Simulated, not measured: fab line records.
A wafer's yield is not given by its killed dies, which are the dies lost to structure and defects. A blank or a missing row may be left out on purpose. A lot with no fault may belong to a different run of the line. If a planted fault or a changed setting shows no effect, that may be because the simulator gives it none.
8D (eight disciplines) problem report, filled in by code + flow sky130 + the parts of the form that need people (team, actions taken, sign-off) are left out

1. THE ISSUE
Wafers without a fault read 74.3 s, standard deviation 0.35; run_length_s at SKY_VIA2_ETCH_14 reads a mean of 58.9 s on 4 wafers belonging to 2 lots. Relative to the usual mean, that is a shift of -44 standard deviations.
The step: etches BARC in N2/H2, stops on SiO2, time 45.9 s, target depth 60 nm.
Seen first at day 41 08:21 on rie_diel-01, wafer L223.2. The record has a number at this step for 42 wafers belonging to 14 lots. The rule behind "out" and "out of limits": a value lying over 4 standard deviations away from the usual mean. The rest of the wafers with a number are treated as sound.

2. WHAT IT IS, AND WHAT IT ISN'T
| question                    | is                             | is not                                                                          |
|-----------------------------|--------------------------------|---------------------------------------------------------------------------------|
| which readings at this step | run_length_s, oes_product_au   | drypump_motor_current_A                                                         |
| which lots                  | L223, L226                     | L210, L211, L212, L213, L215, L216, L217, L218, L219, L222, L231, L232          |
| which wafers of those lots  | L223.2, L223.6, L226.3, L226.4 | L223.4, L226.1                                                                  |
| read on which tools         | rie_diel-01                    | rie_diel-02, rie_diel-04                                                        |
| when                        | from day 41 08:21              | up to then (31 sound wafers); but 7 sound wafers of L226, L231, L232 came after |

3. THE SUSPECTS, EACH WITH WHAT RULES IT OUT
Counting: if a tool at a process step up to the reading ran every lot that is out, it stays a suspect. Sound lots after the first of them don't rule it out here, since some wafers of a struck lot are sound.
- rie_diel-01 at SKY_VIA2_ETCH_14 (etches BARC in N2/H2, stops on SiO2, time 45.9 s, target depth 60 nm): kept. Every lot that is out went through it, the first being L223 (day 41 08:21); the last sound lot it ran before that was L219 (day 39 22:30). Its own readings are out on those wafers: oes_product_au, run_length_s.
- Within rie_diel-01 at SKY_VIA2_ETCH_14: the wafers that are out ran in chamber 2; their sound lot-mates ran in chambers 0, 1.
After counting, what remains is rie_diel-01 at SKY_VIA2_ETCH_14.

4. THE CAUSE (what the simulator had put in)
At SKY_VIA2_ETCH_14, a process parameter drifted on rie_diel-01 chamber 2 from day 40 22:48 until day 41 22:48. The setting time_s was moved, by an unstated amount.
Only this tool survived the counting.

5. THE EFFECT CHAIN, in route order
Each row: a reading where the mean over the struck wafers with a number is more than 3 standard deviations away from the usual. Readings are gone through only where the record gives a usual standard deviation; hours: the median, over the lots, of the time from a lot's start at the first step in this table giving one to that lot's start at this step; sigmas: the change measured in usual standard deviations.
| hours | step              | reading                  | usual      | on struck wafers | change | sigmas |
|-------|-------------------|--------------------------|------------|------------------|--------|--------|
| 0     | SKY_VIA2_ETCH_14  | oes_product_au           | 0.854 a.u. | 0.998            | +0.144 | +29    |
| 0     | SKY_VIA2_ETCH_14  | run_length_s             | 74.3 s     | 58.9             | -15.4  | -44    |
| 0     | SKY_VIA2_ETCH_15  | oes_product_au           | 0.940 a.u. | 0.635            | -0.305 | -64    |
| 0     | SKY_VIA2_STRIP_16 | strip_time_to_endpoint_s | 4.054 s    | 4.209            | +0.155 | +6.7   |
The process steps in it:
- SKY_VIA2_ETCH_14: etches BARC in N2/H2, stops on SiO2, time 45.9 s, target depth 60 nm.
- SKY_VIA2_ETCH_15: etches SiO2 in C4F8/O2/Ar, stops on TiN, target depth 546 nm, time 84 s.
- SKY_VIA2_STRIP_16: strips in O2/N2.

6. HOW IT WOULD HAVE BEEN CAUGHT EARLIER
In this record no reading fell out of limits until day 41 08:21, 10 hours after the fault had begun at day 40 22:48.
